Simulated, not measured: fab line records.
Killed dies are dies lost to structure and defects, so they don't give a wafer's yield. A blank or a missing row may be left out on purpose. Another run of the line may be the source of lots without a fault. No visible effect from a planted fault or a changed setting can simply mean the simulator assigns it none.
2 desks, one fault | flow gf180mcu | numbers are kept per desk, each desk with only its own; the story behind them comes last

== THE TOOL OWNER'S DESK: implanter-04 ==
The tool's own readings at GF_DNWELL_IMPLANT_07, given as means over the sampled wafers that have a number, one for each lot that went through this tool. If a lot's mean is further than 4 standard deviations from the usual mean, the lot is out of limits and carries the mark OUT (the distance appears in the brackets).
Columns: A = beam_on_s at GF_DNWELL_IMPLANT_07, usual 9.98 s; B = dose_ions_cm2 at GF_DNWELL_IMPLANT_07, usual 9.998e+12; C = end_station_pressure_torr at GF_DNWELL_IMPLANT_07, usual 5.05e-06 Torr; D = faraday_current_uA at GF_DNWELL_IMPLANT_07, usual 56.5
lot  | first seen here | A     | B                           | C        | D
L578 | day 3 10:17     | 10.06 | 9.989e+12                   | 5.41e-06 | 56.1
L579 | day 3 16:47     | 10.03 | 9.995e+12                   | 4.97e-06 | 56.2
L581 | day 4 02:20     | 10.01 | 9.999e+12                   | 5.10e-06 | 56.3
L594 | day 6 23:16     | 10.10 | 6.104e+12 (-99 or more) OUT | 5.00e-06 | 34.1 (-20) OUT
L595 | day 7 04:33     | 10.17 | 6.109e+12 (-99 or more) OUT | 4.68e-06 | 33.8 (-21) OUT
Finding of this desk: L594, L595 out of limits; the first was L594 at day 6 23:16, on dose_ions_cm2 at GF_DNWELL_IMPLANT_07. L578, L579, L581 stayed within limits.

== AT THE METROLOGY DESK ==
What the gauges read for every lot (on any tool): the sampled wafers with a number, averaged. If a lot's mean is further than 4 standard deviations from the usual mean, the lot is out of limits and carries the mark OUT (the distance appears in the brackets).
Columns: A = DNWELL_TW at GF_DNWELL_TW_MEAS_09, usual 1342; B = VT_IMPLANT_OVL at GF_VT_IMPLANT_OVL_MEAS_07, usual 0.0 nm; C = VT_IMPLANT_2_TW at GF_VT_IMPLANT_TW_MEAS_21, usual 1218
lot  | first seen here | A              | B    | C
L578 | day 3 10:32     | 1325           | -0.6 | 1236
L579 | day 3 17:01     | 1331           | -0.1 | 1212
L581 | day 4 02:34     | 1345           | -0.4 | 1236
L582 | day 4 08:14     | 1341           | 0.7  | 1215
L583 | day 4 13:36     | 1329           | 0.5  | 1216
L584 | day 4 17:58     | 1357           | 1.4  | 1227
L585 | day 4 23:05     | 1357           | -3.4 | 1230
L587 | day 5 09:06     | 1351           | 1.3  | 1202
L594 | day 6 23:30     | 1135 (-14) OUT | -1.3 | 1218
L595 | day 7 04:48     | 1170 (-11) OUT | 1.6  | 1194
L596 | day 7 10:07     | 1373           | 1.7  | 1231
L597 | day 7 22:00     | 1365           | 1.5  | 1218
L598 | day 7 22:08     | 1345           | 0.7  | 1233
This desk's result: L594, L595 out of limits, first on L594 (DNWELL_TW at GF_DNWELL_TW_MEAS_09), day 6 23:30. L578, L579, L581, L582, L583, L584, L585, L587, L596, L597, L598 stayed within limits.

== ALL TOGETHER ==
The tool owner's desk had the chance to raise an alarm at day 6 23:16 on L594, L595.
The metrology desk could have raised an alarm at day 6 23:30, on L594, L595.
The lots listed all ran GF_DNWELL_IMPLANT_07 on implanter-04.

== WHAT HAD BEEN PUT IN BY THE SIMULATOR ==
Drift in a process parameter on implanter-04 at GF_DNWELL_IMPLANT_07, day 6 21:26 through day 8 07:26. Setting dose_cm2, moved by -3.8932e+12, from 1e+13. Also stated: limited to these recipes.
Struck lots among those shown: L594, L595.
Hours from the fault's start to each desk's first reading out of limits: the tool owner's desk, 2; the metrology desk, 2.
